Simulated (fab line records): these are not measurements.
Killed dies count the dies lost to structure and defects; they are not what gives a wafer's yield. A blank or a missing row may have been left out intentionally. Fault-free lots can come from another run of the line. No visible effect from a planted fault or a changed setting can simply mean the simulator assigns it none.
fab line records    flow sky130
record: lots: 6  wafers: 18  last-day: 49
route steps=708 shown POLY_CUT@310 SD_P@320 PAD_OPEN@708
lots that met no fault: taken from a fault-free run of the same line
start-h: the number of hours between the record's first day and the start of the first shown wafer of the lot    wait-h: hours elapsed since this lot's preceding step    " same as the row above    L1.1+2: several wafers, shown together as one row    - value missing, or start not given    * or withheld: withheld    < > ~ a bound
route shown NAME@n: names a module that has steps shown in the file, with the first one's number in the route    usual: mean/standard deviation of fault-free wafers    same: alike in all rows    chamber/n: place in a boat    sites: readings site by site    _std_site: the values' standard deviation    _edge_site: the outer-site mean with the inner-site mean subtracted    radius-mm: for every site, how far away it sits from the centre of the wafer    mask NAME#n: copy n    behind: tool/chamber where the wafer was last shaped    hold: the reason the lot was held/the length of the hold in hours/how it ended    device: whichever transistor did not switch (one of n, p or np)    end of line: the tests these same wafers got at the end of their route    where a step has no rows: the recipe by itself    killed: dies lost to structure and defects at the first sort, not the wafer's yield    map: shows each die of a wafer: x if killed, . if not, _ if none is there
set.NAME: the setting as run; set.NAME@STEP: as run at that earlier step    model.NAME: the simulator's own value behind a step, which no gauge read
certain route steps with their lots: each step a table, each wafer a row
services: when a tool's chamber went out of use (start-h, in hours from the record's first day, below 0 if earlier), for how many hours, and the reason
== steps ==
step: SKY_POLY_CUT_COAT_03
recipe: resist: KrF-thick  spin-rpm: 3000  resist-thk-nm: 450
step: SKY_POLY_CUT_SOFTBAKE_04
recipe: temp-c: 100  time-s: 90  resist: KrF-thick
step: SKY_POLY_CUT_EXPOSE_05
recipe: mask-id: NPCM  na: 0.8  source-shape: annular  sigma-inner: 0.55  sigma-outer: 0.85  target-cd-nm: 270  dose-mj: 32
step: SKY_POLY_CUT_PEB_06
recipe: peb-temp-c: withheld  peb-time-s: withheld  resist: KrF-thick
step: SKY_POLY_CUT_DEVELOP_07
recipe: develop-time-s: 60  resist: KrF-thick  dev-temp-c: 21
step: SKY_POLY_CUT_CD_MEAS_08
recipe: target-cd-nm: 270
usual: cd-nm: 270.4/1.5
lot.wafer  tool       chamber  start-h  wait-h  cd-nm
L170.2     cd-sem-01  -        571.52   -       270.0
L170.3     "          -        "        "       272.8
L170.6     "          -        "        "       271.2
L173.1     cd-sem-01  -        589.13   -       270.1
L173.3     "          -        "        "       271.4
L173.6     "          -        "        "       271.0
L181.1     cd-sem-01  -        657.70   -       271.6
L181.5     "          -        "        "       269.3
L181.6     "          -        "        "       271.1
L185.3     cd-sem-01  -        693.55   -       271.9
L185.4     "          -        "        "       271.9
L185.6     "          -        "        "       271.8
L186.2     cd-sem-02  -        702.12   -       271.9
L186.3     "          -        "        "       271.8
L186.5     "          -        "        "       271.7
L187.2     cd-sem-02  -        706.60   -       270.1
L187.3     "          -        "        "       269.3
L187.4     "          -        "        "       269.7
step: SKY_POLY_CUT_OVL_MEAS_09
usual: POLY_CUT_OVL: 0/6.3
lot.wafer  tool        chamber  start-h  wait-h  POLY_CUT_OVL[nm]
L170.2     overlay-02  -        571.62   0.1     -1
L170.3     "           -        "        "       -9
L170.6     "           -        "        "       -5
L173.1     overlay-01  -        589.25   0.1     -2
L173.3     "           -        "        "       -13
L173.6     "           -        "        "       -3
L181.1     overlay-01  -        657.82   0.1     -4
L181.5     "           -        "        "       -4
L181.6     "           -        "        "       1
L185.3     overlay-02  -        693.65   0.1     2
L185.4     "           -        "        "       -2
L185.6     "           -        "        "       -3
L186.2     overlay-02  -        702.22   0.1     -8
L186.3     "           -        "        "       -3
L186.5     "           -        "        "       -9
L187.2     overlay-01  -        706.70   0.1     -10
L187.3     "           -        "        "       -1
L187.4     "           -        "        "       4
step: SKY_POLY_CUT_ETCH_10
recipe: chemistry: N2/H2  target: BARC  ion-energy-ev: 200  source-w: 500  bias-w: 100  pressure-mtorr: 30  n2-flow-sccm: 100  h2-flow-sccm: 200  stop-on: SiO2  time-s: 45.9  target-depth-a: 600
usual: drypump-motor-current-A: 6.0/0.52  oes-product-au: 0.855/0.005  rf-fwd-power-W: 494.9/2.3  throttle-valve-pct: 13.224/0.0094
lot.wafer  tool         chamber  start-h  wait-h  drypump-motor-current-A  oes-product-au  rf-fwd-power-W  rf-hours-counter-h  throttle-valve-pct
L170.2     rie-diel-03  0        571.65   0.0     4.8                      0.860           496.6           18                  13.216
L170.3     "            1        "        "       5.7                      0.860           495.7           6                   13.243
L170.6     "            0        "        "       4.8                      0.855           496.5           -                   13.223
L173.1     rie-diel-03  3        589.28   0.0     5.9                      0.863           491.2           44                  13.209
L173.3     "            0        "        "       4.8                      0.862           494.7           18                  13.221
L173.6     "            3        "        "       5.8                      0.848           489.7           -                   13.227
L181.1     rie-diel-03  0        657.85   0.0     4.8                      0.870           496.1           20                  13.218
L181.5     "            3        "        "       5.9                      0.862           491.7           -                   13.215
L181.6     "            0        "        "       4.8                      0.854           497.1           -                   13.219
L185.3     rie-diel-01  2        693.67   0.0     6.2                      0.843           493.2           3                   13.243
L185.4     "            3        "        "       6.4                      0.852           493.6           2                   13.212
L185.6     "            3        "        "       6.4                      0.854           492.6           -                   13.241
L186.2     rie-diel-03  1        702.25   0.0     5.7                      0.859           494.0           9                   13.232
L186.3     "            2        "        "       6.0                      0.859           494.2           56                  13.228
L186.5     "            2        "        "       6.0                      0.855           495.9           -                   13.192
L187.2     rie-diel-01  0        706.73   0.0     6.2                      0.848           495.5           21                  13.212
L187.3     "            2        "        "       6.2                      0.850           496.4           4                   13.222
L187.4     "            1        "        "       5.4                      0.853           493.6           8                   13.210
step: SKY_POLY_CUT_ETCH_11
recipe: target: Si3N4  chemistry: CF4/CH2F2/Ar  stop-on: poly-Si  source-w: 600  bias-w: 150  pressure-mtorr: 40  cf4-flow-sccm: 40  ch2f2-flow-sccm: 20  Ar_flow_sccm: 150  time-s: 42.5  target-depth-a: 600
usual: drypump-motor-current-A: 6.0/0.51  oes-product-au: 0.828/0.0055  rf-fwd-power-W: 593.5/2.7  throttle-valve-pct: 14.994/0.0082
lot.wafer  tool         chamber  start-h  wait-h  drypump-motor-current-A  oes-product-au  rf-fwd-power-W  rf-hours-counter-h  throttle-valve-pct
L170.2     rie-diel-03  0        571.69   0.0     4.8                      0.837           592.6           18                  14.991
L170.3     "            1        "        "       5.7                      0.834           592.4           6                   15.001
L170.6     "            0        "        "       4.8                      0.835           595.3           -                   14.965
L173.1     rie-diel-03  3        589.33   0.0     5.9                      0.829           587.9           44                  14.986
L173.3     "            0        "        "       4.8                      0.833           594.2           18                  14.991
L173.6     "            3        "        "       5.9                      0.834           589.9           -                   14.989
L181.1     rie-diel-03  0        657.89   0.0     4.8                      0.837           594.0           20                  14.994
L181.5     "            3        "        "       5.9                      0.829           591.2           -                   14.983
L181.6     "            0        "        "       4.8                      0.826           593.2           -                   14.986
L185.3     rie-diel-01  2        693.71   0.0     6.2                      0.833           591.4           3                   14.990
L185.4     "            3        "        "       6.4                      0.835           594.0           2                   14.990
L185.6     "            3        "        "       6.4                      0.826           594.8           -                   14.997
L186.2     rie-diel-03  1        702.29   0.0     5.7                      0.829           594.3           9                   14.992
L186.3     "            2        "        "       6.0                      0.829           593.8           56                  14.986
L186.5     "            2        "        "       6.0                      0.818           595.0           -                   14.983
L187.2     rie-diel-01  0        706.78   0.0     6.2                      0.822           591.9           21                  14.986
L187.3     "            2        "        "       6.2                      0.819           592.8           4                   15.016
L187.4     "            1        "        "       5.3                      0.821           596.4           8                   14.989
step: SKY_POLY_CUT_STRIP_12
recipe: chemistry: O2/N2  power-w: 1400  pressure-mtorr: 1500  platen-temp-c: withheld  o2-flow-sccm: 3000  n2-flow-sccm: 300  overash-fraction: 0.5
usual: drypump-motor-current-A: 5.9/0.63  oes-product-au: 0.452/0.0044  strip-time-to-endpoint-s: 5.356/0.018
same: overash-fraction: 0.5
lot.wafer  tool             chamber  start-h  wait-h  drypump-motor-current-A  oes-product-au  rf-hours-counter-h  strip-time-to-endpoint-s
L170.2     plasma-asher-04  0        571.73   0.0     5.0                      0.450           75                  5.379
L170.3     "                1        "        "       5.3                      0.443           -                   5.355
L170.6     "                1        "        "       5.3                      0.454           -                   5.377
L173.1     plasma-asher-03  1        589.37   0.0     5.9                      0.455           43                  5.385
L173.3     "                0        "        "       6.7                      0.452           -                   5.369
L173.6     "                0        "        "       6.7                      0.451           -                   5.382
L181.1     plasma-asher-03  1        657.93   0.0     5.9                      0.448           50                  5.375
L181.5     "                0        "        "       6.7                      0.451           -                   5.353
L181.6     "                1        "        "       5.9                      0.455           -                   5.331
L185.3     plasma-asher-03  1        693.79   0.1     5.9                      0.455           -                   5.383
L185.4     "                0        "        "       6.7                      0.460           -                   5.359
L185.6     "                0        "        "       6.7                      0.444           -                   5.361
L186.2     plasma-asher-04  0        702.33   0.0     5.0                      0.454           88                  5.344
L186.3     "                1        "        "       5.3                      0.447           -                   5.323
L186.5     "                0        "        "       5.0                      0.449           -                   5.317
L187.2     plasma-asher-01  1        706.82   0.0     6.0                      0.450           28                  5.343
L187.3     "                0        "        "       6.6                      0.446           -                   5.353
L187.4     "                1        "        "       6.0                      0.455           -                   5.356
step: SKY_SD_P_DEHYDRATE_00
recipe: temp-c: 200  time-s: 60
step: SKY_SD_P_HMDS_01
recipe: prime-time-s: 60  prime-temp-c: 120
step: SKY_SD_P_COAT_02
recipe: resist: NOVOLAK  spin-rpm: 3000  resist-thk-nm: 1140
usual: dispense-pressure-kPa: 48/5.5
lot.wafer  tool            chamber  start-h  wait-h  dispense-pressure-kPa  model.NOVOLAK_of_SD_P_COAT_02.thk-nm
L170.2     litho-track-03  0        586.05   0.1     46                     1138
L170.3     "               0        "        "       46                     1137
L170.6     "               0        "        "       46                     1137
L173.1     litho-track-03  0        603.03   0.1     46                     1139
L173.3     "               0        "        "       46                     1138
L173.6     "               0        "        "       46                     1140
L181.1     litho-track-01  0        671.52   0.1     55                     1146
L181.5     "               0        "        "       55                     1142
L181.6     "               0        "        "       55                     1145
L185.3     litho-track-04  0        706.95   0.1     42                     1138
L185.4     "               0        "        "       42                     1134
L185.6     "               0        "        "       42                     1138
L186.2     litho-track-01  0        715.45   0.1     55                     476.3
L186.3     "               0        "        "       55                     477.1
L186.5     "               0        "        "       55                     477.2
L187.2     litho-track-01  0        720.50   0.1     55                     479.3
L187.3     "               0        "        "       55                     479.3
L187.4     "               0        "        "       55                     479.2
step: SKY_SD_P_SOFTBAKE_03
recipe: temp-c: 90  time-s: 60  resist: NOVOLAK
step: SKY_SD_P_EXPOSE_04
recipe: mask-id: PSDM  na: 0.6  source-shape: conventional  sigma-outer: 0.6  polarization: unpolarized  target-cd-nm: 380  dose-mj: 138
step: SKY_SD_P_PEB_05
recipe: temp-c: withheld  time-s: *  resist: NOVOLAK
step: SKY_SD_P_DEVELOP_06
recipe: resist: NOVOLAK  developer: TMAH  develop-time-s: 60  dev-temp-c: 23
lot.wafer  tool            chamber  start-h  wait-h  model.NOVOLAK_of_SD_P_COAT_02.thk-nm
L170.2     litho-track-04  0        600.57   0.1     1138
L170.3     "               0        "        "       1137
L170.6     "               0        "        "       1136
L173.1     litho-track-04  0        617.40   0.1     1138
L173.3     "               0        "        "       1137
L173.6     "               0        "        "       1140
L181.1+6   litho-track-03  0        685.43   0.1     1145
L181.5     "               0        "        "       1141
L185.3+6   litho-track-01  0        721.27   0.1     1137
L185.4     "               0        "        "       1134
L186.2     litho-track-04  0        729.27   0.1     475.9
L186.3     "               0        "        "       476.6
L186.5     "               0        "        "       476.8
L187.2+3   litho-track-04  0        734.42   0.1     478.9
L187.4     "               0        "        "       478.8
step: SKY_SD_P_CD_MEAS_07
recipe: target-cd-nm: 380
usual: cd-nm: 378.7/2.4
lot.wafer  tool       chamber  start-h  wait-h  cd-nm
L170.2     cd-sem-01  -        600.72   0.1     376.9
L170.3     "          -        "        "       376.1
L170.6     "          -        "        "       376.5
L173.1     cd-sem-01  -        617.55   0.1     381.1
L173.3     "          -        "        "       377.9
L173.6     "          -        "        "       383.0
L181.1     cd-sem-01  -        685.58   0.1     376.5
L181.5     "          -        "        "       378.4
L181.6     "          -        "        "       376.6
L185.3     cd-sem-02  -        721.41   0.1     378.7
L185.4     "          -        "        "       378.9
L185.6     "          -        "        "       378.3
L186.2     cd-sem-02  -        729.42   0.1     470.5
L186.3     "          -        "        "       472.1
L186.5     "          -        "        "       468.5
L187.2     cd-sem-02  -        734.57   0.1     472.2
L187.3     "          -        "        "       470.3
L187.4     "          -        "        "       473.9
step: SKY_SD_P_OVL_MEAS_08
usual: SD_P_OVL: 0.0/1.5
lot.wafer  tool        chamber  start-h  wait-h  SD_P_OVL[nm]
L170.2     overlay-01  -        600.82   0.1     -0.4
L170.3     "           -        "        "       -2.3
L170.6     "           -        "        "       -0.5
L173.1     overlay-01  -        617.67   0.1     -0.2
L173.3     "           -        "        "       -1.2
L173.6     "           -        "        "       -1.7
L181.1     overlay-02  -        685.70   0.1     -3.1
L181.5     "           -        "        "       -1.4
L181.6     "           -        "        "       -1.4
L185.3     overlay-02  -        721.50   0.1     -0.7
L185.4     "           -        "        "       2.2
L185.6     "           -        "        "       0.4
L186.2     overlay-01  -        729.52   0.1     -0.7
L186.3     "           -        "        "       -1.6
L186.5     "           -        "        "       -1.0
L187.2     overlay-02  -        734.67   0.1     -0.1
L187.3     "           -        "        "       0.4
L187.4     "           -        "        "       0.1
step: SKY_SD_P_IMPLANT_09
recipe: species: BF2  energy-kev: 20  dose-cm2: 3e+15  tilt-deg: 0
step: SKY_SD_P_STRIP_10
recipe: chemistry: O2/N2  power-w: 1400  pressure-mtorr: 1500  platen-temp-c: withheld  o2-flow-sccm: 3000  n2-flow-sccm: 300  overash-fraction: 0.5
usual: drypump-motor-current-A: 5.7/0.56  oes-product-au: 0.617/0.0048  strip-time-to-endpoint-s: 17.50/0.039
same: overash-fraction: 0.5
lot.wafer  tool             chamber  start-h  wait-h  drypump-motor-current-A  oes-product-au  rf-hours-counter-h  strip-time-to-endpoint-s
L170.2     plasma-asher-01  0        601.00   0.1     6.6                      0.611           18                  17.46
L170.3     "                1        "        "       6.0                      0.624           -                   17.46
L170.6     "                0        "        "       6.6                      0.622           -                   17.46
L173.1     plasma-asher-02  0        617.85   0.1     5.6                      0.615           95                  17.45
L173.3     "                0        "        "       5.6                      0.616           -                   17.47
L173.6     "                0        "        "       5.6                      0.627           -                   17.48
L181.1     plasma-asher-04  0        685.88   0.1     5.0                      0.611           86                  17.56
L181.5     "                0        "        "       5.0                      0.608           -                   17.49
L181.6     "                1        "        "       5.3                      0.610           -                   17.54
L185.3     plasma-asher-02  0        721.71   0.1     5.6                      0.619           -                   17.45
L185.4     "                1        "        "       5.4                      0.613           -                   17.42
L185.6     "                1        "        "       5.4                      0.625           -                   17.44
L186.2     plasma-asher-02  1        729.70   0.1     5.4                      0.489           106                 9.82
L186.3     "                0        "        "       5.6                      0.495           -                   9.82
L186.5     "                0        "        "       5.6                      0.488           -                   9.83
L187.2     plasma-asher-01  0        734.85   0.1     6.6                      0.495           31                  9.86
L187.3     "                0        "        "       6.6                      0.484           -                   9.86
L187.4     "                1        "        "       6.0                      0.487           -                   9.86
step: SKY_SD_P_TW_MEAS_11
usual: SD_P_TW: 2827/27
lot.wafer  tool           chamber  start-h  wait-h  SD_P_TW
L170.2     film-metro-04  -        601.11   0.1     2789
L170.3     "              -        "        "       2803
L170.6     "              -        "        "       2801
L173.1     film-metro-01  -        617.95   0.1     2845
L173.3     "              -        "        "       2838
L173.6     "              -        "        "       2829
L181.1     film-metro-03  -        685.98   0.1     2842
L181.5     "              -        "        "       2829
L181.6     "              -        "        "       2839
L185.3     film-metro-01  -        721.84   0.1     2859
L185.4     "              -        "        "       2853
L185.6     "              -        "        "       2845
L186.2     film-metro-04  -        729.81   0.1     2787
L186.3     "              -        "        "       2792
L186.5     "              -        "        "       2800
L187.2     film-metro-01  -        734.96   0.1     2858
L187.3     "              -        "        "       2857
L187.4     "              -        "        "       2879
step: SKY_PAD_OPEN_PROBE_99
usual: killed_at_M0_to_M3: 42/7.3  killed_at_M4_up: 3.2/1.8  killed-at-contacts: 25/5.2  killed-at-front-end: 15/4.6  killed-at-other: 0.3/0.62  killed-dies: 85/9.9  killed-open: 46/7.1  killed-short: 38/5.7
same: gross-dies: 492  killed-at-back-side: 0
lot.wafer  tool       chamber  start-h  wait-h  killed_at_M0_to_M3  killed_at_M4_up  killed-at-contacts  killed-at-front-end  killed-at-other  killed-dies  killed-open  killed-short
L173.1     prober-02  -        1096.04  0.1     61                  3                28                  13                   0                105          55           50
L173.3     prober-02  -        1096.14  0.2     44                  1                28                  9                    1                83           43           39
L173.6     prober-02  -        1096.29  0.2     38                  5                26                  17                   0                86           45           41
killed by level:class
L173.1 VIA1:geometric-particle:open=15 CONTACT:geometric-particle:open=10 VIA2:geometric-particle:open=8 METAL1:geometric-particle:short=8 VIA1:geometric-particle:short=7 FIELD_ISO:geometric-particle:short=6 LI_CONTACT:geometric-particle:open=6 CONTACT:geometric-particle:short=5
L173.3 LI_CONTACT:geometric-particle:open=7 CONTACT:geometric-particle:open=7 VIA3:geometric-particle:open=7 METAL1:geometric-particle:short=6 VIA1:geometric-particle:open=6 VIA2:geometric-particle:open=6 FIELD_ISO:geometric-particle:short=5 METAL2:geometric-particle:short=4
L173.6 VIA1:geometric-particle:open=11 CONTACT:geometric-particle:open=9 LI_CONTACT:geometric-particle:open=7 FIELD_ISO:geometric-particle:short=5 CONTACT:geometric-particle:short=5 VIA1:geometric-particle:short=5 VIA3:geometric-particle:open=5 FIELD_ISO:geometric-particle:open=4
== services ==
tool             chamber  start-h  hours  kind
rie-diel-01      3        549.11   -      clean
rie-diel-01      3        549.11   17.1   scheduled-down
rie-diel-01      3        549.11   17.1   vent-cycle
plasma-asher-03  -        553.36   14.6   pm
plasma-asher-02  -        563.16   2.7    repair
rie-diel-01      1        579.00   3.6    repair
plasma-asher-04  -        584.14   2.7    repair
rie-diel-03      3        593.99   9.1    repair
plasma-asher-03  -        606.37   0.7    repair
litho-track-01   -        606.69   -      consumable-replace:filter
plasma-asher-01  -        624.41   1.1    repair
plasma-asher-04  -        627.18   4.0    pm
rie-diel-01      2        648.66   9.3    repair
plasma-asher-01  -        688.25   2.1    repair
rie-diel-03      3        692.93   1.7    repair
rie-diel-03      2        704.26   -      clean
rie-diel-03      2        704.26   17.8   scheduled-down
rie-diel-03      2        704.26   17.8   vent-cycle
plasma-asher-03  -        713.24   2.6    repair
plasma-asher-02  -        733.75   9.0    pm
plasma-asher-02  0        733.75   9.0    vent-cycle
plasma-asher-02  1        733.75   9.0    vent-cycle
== key ==
first-sign: step: SKY_SD_P_CD_MEAS_07  reading: cd-nm  direction: up  sigmas: 39  usual: 378.7  struck: 471.3
effect: step: SKY_SD_P_STRIP_10  reading: strip-time-to-endpoint-s  direction: down  sigmas: 99+  usual: *  struck: *
model-effect: step: SKY_SD_P_COAT_02  value: NOVOLAK_of_SD_P_COAT_02.thk-nm  without: 1143  struck: 478.1
model-effect: step: SKY_SD_P_DEVELOP_06  value: NOVOLAK_of_SD_P_COAT_02.thk-nm  without: 1142  struck: 477.7
met-at SKY_SD_P_COAT_02
struck-wafers L186.2,L186.3,L186.5,L187.2,L187.3,L187.4
tester-left-out L186,L187
onset-between 671.52 715.45
also-fits time
fault: kind: process-parameter-drift  tool: litho-track-01  chamber: -  onset-h: 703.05  steps: SKY_SD_P_COAT_02  channel: resist-thk-nm  offset: -663.08  shape: step  end-h: 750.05  acts-in: these-recipes-only  stated: 1140
tester-left-out: of these lots the tester's yield and bins aren't shown, on N5 and GAA mostly nor the transistor test; their killed dies are dies lost to structure and defects alone, not to doping, threshold or leakage, so they don't give the yield
